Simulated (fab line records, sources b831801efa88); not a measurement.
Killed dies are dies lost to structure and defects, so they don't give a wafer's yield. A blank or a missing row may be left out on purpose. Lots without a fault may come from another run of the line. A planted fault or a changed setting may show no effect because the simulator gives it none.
fab line records | flow sky130
record lots=11 wafers=32 last_day=50
route steps=708 shown VIA1@482 METAL2@485 PAD_OPEN@708
lots that met no fault: from a run of the same line without faults
start_h: hours from the record's first day to the start of the lot's first wafer shown | wait_h: hours since the lot's step before | " the same as in the row above | L1.1+2: a row that stands for several wafers | - no value, or no start given | * or withheld: withheld | < > ~ a bound
route shown NAME@n: a module of which the file shows steps, and the number in the route of the first | usual: mean/standard deviation of fault-free wafers | same: alike in all rows | chamber/n: place in a boat | sites: the reading at each site | _std_site: their standard deviation | _edge_site: outer sites' mean less inner sites' | radius_mm: how far each site lies from the wafer's centre | mask NAME#n: copy n | behind: the tool/chamber that last shaped the wafer | hold: why the lot was held/for how many hours/how that ended | device: the transistor (n, p or np) that didn't switch | end of line: the same wafers' tests at the end of the route | a step without rows: its recipe alone | killed: dies lost to structure and defects at the first sort, not the wafer's yield | map: a wafer's dies, x killed, . not, _ none there
set.NAME: the setting as run; set.NAME@STEP: as run at that earlier step | model.NAME: the simulator's own value behind a step, which no gauge read
steps of the route over a sample of lots; a table a step, a row a wafer
services: from which hour (start_h, from the record's first day; less than 0 if before it) a tool's chamber was out of use, for how many hours, and why
## steps
# step SKY_VIA1_CMP_24
# recipe stop_on=SiO2 t_overpolish_s=15 down_force_psi=3.5 platen_rpm=60 target_thk_nm=0 pad_velocity_m_s=0.94248
# usual motor_current_A=11.0/1.8 overpolish_run_s=14.999/0.0084 time_to_endpoint_s=65/3.4
# columns lot.wafer tool chamber start_h wait_h motor_current_A overpolish_run_s time_to_endpoint_s
L578.1 cmp-01 0 810.70 0.1 11.5 14.996 74
L578.4 " 1 " " 10.7 14.990 68
L578.6 " 3 " " 9.5 14.989 71
L580.2 cmp-02 2 818.14 0.0 9.3 14.999 63
L580.1 " 1 " " 12.0 15.000 61
L580.6 " 2 " " 9.5 14.991 63
L579.4 cmp-02 1 823.86 0.0 13.3 14.999 62
L579.2 " 3 " " 9.3 15.010 65
L579.5 " 2 " " 10.5 15.009 62
L582.3 cmp-01 1 837.37 0.2 11.2 15.006 68
L582.5 " 2 " " 8.9 15.011 67
L582.6 " 3 " " 8.3 14.986 70
L583.3 cmp-02 0 838.85 0.0 12.2 14.985 62
L583.1 " 2 " " 9.9 15.003 63
L583.5 " 0 " " 12.5 14.997 65
L584.4 cmp-01 2 844.44 0.0 9.3 15.007 68
L584.2 " 3 " " 8.6 15.014 66
L584.3 " 0 " " 11.9 15.013 68
L585.3 cmp-02 2 859.34 0.2 9.7 14.987 67
L585.1 " 0 " " 13.1 15.008 64
L585.5 " 1 " " 12.8 15.011 62
L595.3 cmp-02 1 928.81 0.1 13.3 14.993 63
L595.6 " 0 " " 12.4 15.000 62
L595.5 " 1 " " 13.8 14.997 64
L599.2 cmp-02 0 956.52 0.0 12.7 15.001 62
L599.1 " 1 " " 13.2 14.998 63
L599.4 " 3 " " 9.1 14.988 66
L600.2 cmp-02 0 961.20 0.0 12.7 15.004 64
L600.4 " 1 " " 14.0 14.999 65
L600.1 " 2 " " 10.1 14.993 62
L601.3 cmp-02 3 962.72 0.1 9.4 14.997 68
L601.5 " 1 " " 13.8 15.003 64
# step SKY_METAL2_SPUTTER_02
# recipe material=AlCu target_thk_nm=250 power_w=10600 time_s=13.3 chamber_pressure_pa=0.4
# usual chamber_pressure_pa=0.4000/0.00071 throttle_valve_pct=30.3/1.1
# columns lot.wafer tool chamber start_h wait_h chamber_pressure_pa throttle_valve_pct
L578.1 pvd_sputter-04 - 810.95 0.0 0.3989 28.5
L578.4 " - " " 0.3991 32.1
L578.6 " - " " 0.3992 32.3
L580.1 pvd_sputter-04 - 818.49 0.0 0.4011 30.2
L580.2 " - " " 0.3999 32.2
L580.6 " - " " 0.3992 30.4
L579.2 pvd_sputter-01 - 824.21 0.0 0.3994 30.8
L579.4 " - " " 0.4003 29.0
L579.5 " - " " 0.4004 29.0
L582.3 pvd_sputter-04 - 837.57 0.0 0.3996 28.4
L582.5 " - " " 0.3997 32.1
L582.6 " - " " 0.4005 28.5
L583.1 pvd_sputter-04 - 839.20 0.0 0.3998 28.5
L583.3 " - " " 0.4005 31.2
L583.5 " - " " 0.4006 31.1
L584.2 pvd_sputter-04 - 844.79 0.0 0.4009 28.6
L584.3 " - " " 0.4008 32.3
L584.4 " - " " 0.3995 31.3
L585.1 pvd_sputter-04 - 859.63 0.0 0.3999 30.2
L585.3 " - " " 0.3991 31.4
L585.5 " - " " 0.3988 30.3
L595.3 pvd_sputter-01 - 929.10 0.0 0.4006 30.7
L595.5 " - " " 0.4001 30.0
L595.6 " - " " 0.4005 29.0
L599.1 pvd_sputter-04 - 956.87 0.0 0.4002 31.3
L599.2 " - " " 0.4008 30.4
L599.4 " - " " 0.3995 32.2
L600.1 pvd_sputter-04 - 961.55 0.0 0.4008 30.3
L600.2 " - " " 0.3997 28.3
L600.4 " - " " 0.4000 32.4
L601.3 pvd_sputter-04 - 962.97 0.0 0.4005 30.1
L601.5 " - " " 0.3995 31.9
# step SKY_METAL2_SPUTTER_03
# recipe material=Ti target_thk_nm=5 power_w=3030 time_s=3.3 chamber_pressure_pa=0.4
# usual chamber_pressure_pa=0.4000/0.00081 throttle_valve_pct=30.3/1.1
# columns lot.wafer tool chamber start_h wait_h chamber_pressure_pa throttle_valve_pct
L578.1 pvd_sputter-04 - 810.97 0.0 0.4003 28.3
L578.4 " - " " 0.3996 32.2
L578.6 " - " " 0.4002 32.3
L580.1 pvd_sputter-04 - 818.51 0.0 0.4000 30.2
L580.2 " - " " 0.3983 32.2
L580.6 " - " " 0.3994 30.3
L579.2 pvd_sputter-01 - 824.23 0.0 0.3998 30.7
L579.4 " - " " 0.3991 29.0
L579.5 " - " " 0.3994 29.0
L582.3 pvd_sputter-04 - 837.59 0.0 0.3990 28.3
L582.5 " - " " 0.3996 32.4
L582.6 " - " " 0.3998 28.6
L583.1 pvd_sputter-04 - 839.22 0.0 0.3992 28.8
L583.3 " - " " 0.4019 31.2
L583.5 " - " " 0.3994 31.2
L584.2 pvd_sputter-04 - 844.82 0.0 0.4010 28.5
L584.3 " - " " 0.3974 32.1
L584.4 " - " " 0.3996 31.4
L585.1 pvd_sputter-04 - 859.66 0.0 0.4005 30.3
L585.3 " - " " 0.4008 31.3
L585.5 " - " " 0.4014 30.5
L595.3 pvd_sputter-01 - 929.13 0.0 0.3990 30.5
L595.5 " - " " 0.3996 29.9
L595.6 " - " " 0.4008 28.6
L599.1 pvd_sputter-04 - 956.89 0.0 0.3995 31.5
L599.2 " - " " 0.4013 30.2
L599.4 " - " " 0.4002 32.5
L600.1 pvd_sputter-04 - 961.57 0.0 0.4002 30.3
L600.2 " - " " 0.4007 28.7
L600.4 " - " " 0.4005 32.1
L601.3 pvd_sputter-04 - 962.99 0.0 0.4012 30.4
L601.5 " - " " 0.3992 32.1
# step SKY_METAL2_RS_MEAS_05
# recipe thk_meas_gauge=four-point-probe reads=TiN_of_METAL2_SPUTTER_04+Ti_of_METAL2_SPUTTER_03+AlCu_of_METAL2_SPUTTER_02+TiN_of_METAL2_SPUTTER_01+Ti_of_METAL2_SPUTTER_00
# usual METAL2_ALCU_RS=0.1263/0.0013
# columns lot.wafer tool chamber start_h wait_h METAL2_ALCU_RS[ohm/sq]
L578.1 film_metro-04 - 811.04 0.0 0.1241
L578.4 " - " " 0.1266
L578.6 " - " " 0.1263
L580.1 film_metro-01 - 818.58 0.0 0.1281
L580.2 " - " " 0.1277
L580.6 " - " " 0.1274
L579.2 film_metro-04 - 824.32 0.0 0.1260
L579.4 " - " " 0.1273
L579.5 " - " " 0.1270
L582.3 film_metro-04 - 837.70 0.1 0.1246
L582.5 " - " " 0.1262
L582.6 " - " " 0.1256
L583.1 film_metro-01 - 839.29 0.0 0.1257
L583.3 " - " " 0.1269
L583.5 " - " " 0.1262
L584.2 film_metro-04 - 844.92 0.0 0.1249
L584.3 " - " " 0.1266
L584.4 " - " " 0.1223
L585.1 film_metro-03 - 859.73 0.0 0.1266
L585.3 " - " " 0.1220
L585.5 " - " " 0.1274
L595.3 film_metro-01 - 929.24 0.1 0.1289
L595.5 " - " " 0.1297
L595.6 " - " " 0.1291
L599.1 film_metro-04 - 956.96 0.0 0.1275
L599.2 " - " " 0.1267
L599.4 " - " " 0.1270
L600.1 film_metro-03 - 961.64 0.0 0.1268
L600.2 " - " " 0.1256
L600.4 " - " " 0.1271
L601.3 film_metro-03 - 963.10 0.1 0.1265
L601.5 " - " " 0.1270
# step SKY_METAL2_DESCUM_17
# recipe chemistry=O2 source_power_w=150 bias_power_w=0 pressure_mtorr=10 temp_c=40 time_s=8
# usual drypump_motor_current_A=5.4/0.54 oes_product_au=0.998/0.01
# columns lot.wafer tool chamber start_h wait_h drypump_motor_current_A oes_product_au rf_hours_counter_h
L578.1 rie_metal-02 1 837.59 0.0 4.7 0.986 5
L578.4 " 1 " " 4.7 0.985 -
L578.6 " 1 " " 4.7 0.989 -
L580.1 rie_metal-02 1 845.45 0.0 4.7 0.988 6
L580.2 " 1 " " 4.7 0.990 -
L580.6 " 1 " " 4.7 0.991 -
L579.2 rie_metal-04 1 850.65 0.0 5.0 0.984 3
L579.4 " 0 " " 6.1 1.008 -
L579.5 " 0 " " 6.1 0.999 -
L582.3 rie_metal-04 0 863.47 0.0 6.1 0.998 -
L582.5 " 1 " " 5.0 0.990 -
L582.6 " 0 " " 6.1 1.007 -
L583.1 rie_metal-02 1 866.19 0.0 4.7 0.991 6
L583.3 " 1 " " 4.7 0.982 -
L583.5 " 0 " " 6.0 1.008 -
L584.2 rie_metal-04 0 871.00 0.0 6.1 1.020 9
L584.3 " 0 " " 6.1 1.015 -
L584.4 " 1 " " 5.0 1.003 -
L585.1 rie_metal-04 0 886.39 0.0 6.1 1.002 10
L585.3 " 0 " " 6.1 1.005 -
L585.5 " 0 " " 6.1 1.007 -
L595.3 rie_metal-04 1 954.45 0.0 5.0 1.007 -
L595.5 " 1 " " 5.0 0.993 -
L595.6 " 0 " " 6.1 1.015 -
L599.1 rie_metal-04 0 980.89 0.0 6.1 0.998 14
L599.2 " 1 " " 5.0 1.004 8
L599.4 " 0 " " 6.1 1.007 -
L600.1 rie_metal-01 0 985.99 0.0 5.6 1.006 17
L600.2 " 1 " " 5.1 0.990 12
L600.4 " 0 " " 5.6 1.016 -
L601.3 rie_metal-02 1 987.45 0.0 4.7 0.987 -
L601.5 " 0 " " 6.0 1.008 -
# step SKY_PAD_OPEN_PROBE_99
# usual defect_limited_yield=82.4/1.8 killed_at_M0_to_M3=44/6.3 killed_at_M4_up=3.1/1.8 killed_at_contacts=25/5.1 killed_at_front_end=15/4.1 killed_at_other=0.3/0.71 killed_dies=87/8.8 killed_open=47/6.8 killed_short=40/6.7 sort_bin_3_pad_short=0.9/0.39 sort_bin_5_function=10.4/1.5 sort_bin_6_memory=6.4/1.1 sort_n_pass=405/8.8 sort_yield_pct=82.4/1.8
# same gross_dies=492 killed_at_back_side=0 sort_bin_4_leakage[%]=0 sort_bin_8_speed[%]=0
# columns lot.wafer tool chamber start_h wait_h defect_limited_yield[%] killed_at_M0_to_M3 killed_at_M4_up killed_at_contacts killed_at_front_end killed_at_other killed_dies killed_open killed_short sort_bin_3_pad_short[%] sort_bin_5_function[%] sort_bin_6_memory[%] sort_n_pass sort_yield_pct[%]
L584.2 prober-02 - 1116.95 0.1 82.1 40 4 27 17 0 88 51 37 0 11.8 6.1 404 82.1
L584.3 prober-02 - 1117.00 0.2 81.7 42 4 30 14 0 90 53 37 0.8 9.8 7.7 402 81.7
L584.4 prober-02 - 1117.05 0.2 76.6 43 8 26 19 19 115 52 44 0.6 16.1 6.7 377 76.6
L585.1 prober-01 - 1128.87 0.1 83.5 48 3 18 12 0 81 47 34 0.8 8.5 7.1 411 83.5
L585.3 prober-01 - 1128.97 0.2 82.9 40 0 27 17 0 84 49 35 0 11.0 6.1 408 82.9
L585.5 prober-01 - 1129.07 0.2 82.3 40 5 30 12 0 87 44 43 1.2 8.3 8.1 405 82.3
L595.3 prober-01 - 1179.23 0.2 82.1 41 3 30 14 0 88 49 39 1.0 11.2 5.7 404 82.1
L595.5 prober-01 - 1179.33 0.2 86.4 33 2 21 11 0 67 36 31 0.8 7.1 5.7 425 86.4
L595.6 prober-01 - 1179.38 0.2 83.5 46 1 19 15 0 81 48 33 0.6 8.3 7.5 411 83.5
L599.1 prober-01 - 1197.51 0.1 82.7 48 2 24 11 0 85 46 39 0 11.0 6.3 407 82.7
L599.2 prober-01 - 1197.56 0.1 79.1 40 3 39 21 0 103 54 49 1.0 13.2 6.7 389 79.1
L599.4 prober-01 - 1197.66 0.2 85.2 31 0 33 9 0 73 41 32 0.4 7.7 6.7 419 85.2
L600.1 prober-02 - 1201.53 0.1 82.3 49 4 21 13 0 87 41 46 0.8 10.0 6.9 405 82.3
L600.2 prober-02 - 1201.58 0.1 84.1 34 1 32 11 0 78 47 31 1.0 8.3 6.5 414 84.1
L600.4 prober-02 - 1201.68 0.2 81.5 44 1 30 16 0 91 50 41 1.0 11.6 5.9 401 81.5
# killed by level:class
L584.2 VIA1:geometric_particle:open=13 CONTACT:geometric_particle:open=10 LI_CONTACT:geometric_particle:open=8 VIA2:geometric_particle:open=6 FIELD_ISO:geometric_particle:short=5 CONTACT:geometric_particle:short=4 VIA2:geometric_particle:short=4 METAL4:geometric_particle:short=4
L584.3 LI_CONTACT:geometric_particle:open=15 VIA1:geometric_particle:open=10 VIA2:geometric_particle:open=7 METAL1:geometric_particle:short=6 CONTACT:geometric_particle:open=5 VIA3:geometric_particle:open=5 FIELD_ISO:geometric_particle:short=4 LOCAL_INTERCONNECT:geometric_particle:short=4
L584.4 PAD_OPEN:area_etch=19 VIA1:geometric_particle:open=11 CONTACT:geometric_particle:open=10 LI_CONTACT:geometric_particle:open=8 FIELD_ISO:geometric_particle:open=7 METAL4:geometric_particle:short=7 VIA2:geometric_particle:open=6 METAL1:geometric_particle:short=5
L585.1 VIA1:geometric_particle:open=12 VIA3:geometric_particle:open=9 CONTACT:geometric_particle:open=7 LI_CONTACT:geometric_particle:open=6 VIA1:geometric_particle:short=6 METAL2:geometric_particle:short=6 VIA2:geometric_particle:open=6 POLY_GATE:geometric_particle:short=4
L585.3 CONTACT:geometric_particle:open=14 VIA2:geometric_particle:open=11 FIELD_ISO:geometric_particle:open=5 POLY_GATE:geometric_particle:short=5 VIA1:geometric_particle:open=5 LI_CONTACT:geometric_particle:short=4 LI_CONTACT:geometric_particle:open=4 VIA3:geometric_particle:short=4
L585.5 CONTACT:geometric_particle:open=9 CONTACT:geometric_particle:short=8 METAL1:geometric_particle:short=8 VIA1:geometric_particle:open=8 VIA2:geometric_particle:open=6 VIA3:geometric_particle:open=6 LI_CONTACT:geometric_particle:open=5 FIELD_ISO:geometric_particle:open=4
L595.3 CONTACT:geometric_particle:open=11 VIA2:geometric_particle:open=9 LI_CONTACT:geometric_particle:open=7 CONTACT:geometric_particle:short=7 VIA1:geometric_particle:open=7 VIA3:geometric_particle:open=6 LOCAL_INTERCONNECT:geometric_particle:short=5 FIELD_ISO:geometric_particle:short=4
L595.5 LI_CONTACT:geometric_particle:open=6 VIA2:geometric_particle:open=6 VIA3:geometric_particle:open=6 CONTACT:geometric_particle:short=5 LOCAL_INTERCONNECT:geometric_particle:short=4 VIA1:geometric_particle:open=4 POLY_GATE:geometric_particle:short=3 LI_CONTACT:geometric_particle:short=3
L595.6 VIA3:geometric_particle:open=11 VIA1:geometric_particle:open=9 FIELD_ISO:geometric_particle:short=7 LI_CONTACT:geometric_particle:open=7 VIA2:geometric_particle:open=6 CONTACT:geometric_particle:open=6 METAL2:geometric_particle:short=4 POLY_GATE:geometric_particle:open=3
L599.1 VIA1:geometric_particle:open=9 CONTACT:geometric_particle:short=7 LI_CONTACT:geometric_particle:open=7 VIA1:geometric_particle:short=7 VIA2:geometric_particle:open=7 VIA3:geometric_particle:open=7 METAL2:geometric_particle:short=6 CONTACT:geometric_particle:open=6
L599.2 CONTACT:geometric_particle:open=17 VIA1:geometric_particle:open=11 VIA3:geometric_particle:open=8 LOCAL_INTERCONNECT:geometric_particle:short=7 LI_CONTACT:geometric_particle:open=6 CONTACT:geometric_particle:short=6 FIELD_ISO:geometric_particle:short=5 POLY_GATE:geometric_particle:short=5
L599.4 CONTACT:geometric_particle:open=10 LOCAL_INTERCONNECT:geometric_particle:short=9 VIA1:geometric_particle:open=9 VIA2:geometric_particle:open=5 CONTACT:geometric_particle:short=5 LI_CONTACT:geometric_particle:open=4 VIA3:geometric_particle:open=4 LOCAL_INTERCONNECT:geometric_particle:open=3
L600.1 VIA1:geometric_particle:open=11 VIA1:geometric_particle:short=9 LI_CONTACT:geometric_particle:open=6 METAL2:geometric_particle:short=6 CONTACT:geometric_particle:short=6 VIA2:geometric_particle:short=6 CONTACT:geometric_particle:open=5 FIELD_ISO:geometric_particle:short=3
L600.2 CONTACT:geometric_particle:open=11 VIA1:geometric_particle:open=7 LI_CONTACT:geometric_particle:open=7 VIA2:geometric_particle:open=5 POLY_GATE:geometric_particle:short=4 LI_CONTACT:geometric_particle:short=4 LOCAL_INTERCONNECT:geometric_particle:short=4 CONTACT:geometric_particle:short=4
L600.4 CONTACT:geometric_particle:open=13 VIA1:geometric_particle:open=10 VIA1:geometric_particle:short=9 POLY_GATE:geometric_particle:short=6 LI_CONTACT:geometric_particle:open=6 CONTACT:geometric_particle:short=6 VIA2:geometric_particle:open=5 VIA3:geometric_particle:open=5
## services
# columns tool chamber start_h hours kind
cmp-02 - 793.63 0.2 repair
pvd_sputter-04 - 795.92 4.5 repair
cmp-02 - 811.31 5.6 pm
rie_metal-02 0 824.29 - clean
rie_metal-02 0 824.29 25.0 scheduled_down
rie_metal-02 0 824.29 25.0 vent_cycle
rie_metal-04 0 836.80 2.4 repair
cmp-01 - 855.89 5.8 pm
rie_metal-04 - 857.12 2.8 pm
pvd_sputter-04 1 866.80 - consumable_replace:kit
pvd_sputter-04 1 866.80 18.0 scheduled_down
pvd_sputter-04 1 866.80 18.0 vent_cycle
cmp-01 - 881.53 0.9 repair
rie_metal-04 1 899.53 11.4 repair
cmp-01 - 912.11 4.0 pm
cmp-01 - 916.11 - consumable_replace:conditioner
cmp-01 - 916.11 - consumable_replace:pad
pvd_sputter-01 0 958.13 - consumable_replace:kit
pvd_sputter-01 0 958.13 18.0 scheduled_down
pvd_sputter-01 0 958.13 18.0 vent_cycle
cmp-01 - 960.70 1.1 repair
## key
first_sign step=SKY_METAL2_RS_MEAS_05 reading=METAL2_ALCU_RS direction=down sigmas=3.2 usual=0.1263 struck=0.1222
effect none on later readings
met_at SKY_METAL2_SPUTTER_02
struck_lots L584,L585
struck_wafers L584.4,L585.3
baseline_loss step=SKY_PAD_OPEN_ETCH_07 wafers=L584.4
not_acting_at SKY_VIA1_CMP_24,SKY_METAL2_SPUTTER_03,SKY_METAL2_DESCUM_17
onset_between 839.20 844.79
fault kind=process_parameter_drift tool=pvd_sputter-04 chamber=- onset_h=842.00 steps=SKY_METAL2_SPUTTER_02 channel=time_s offset=* shape=step end_h=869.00 acts_in=* stated=* scope=struck_wafers_only
# baseline_loss: these wafers lose ten dies or more at that step, a loss of the line's own and not of a fault; the sort's usual values leave them out
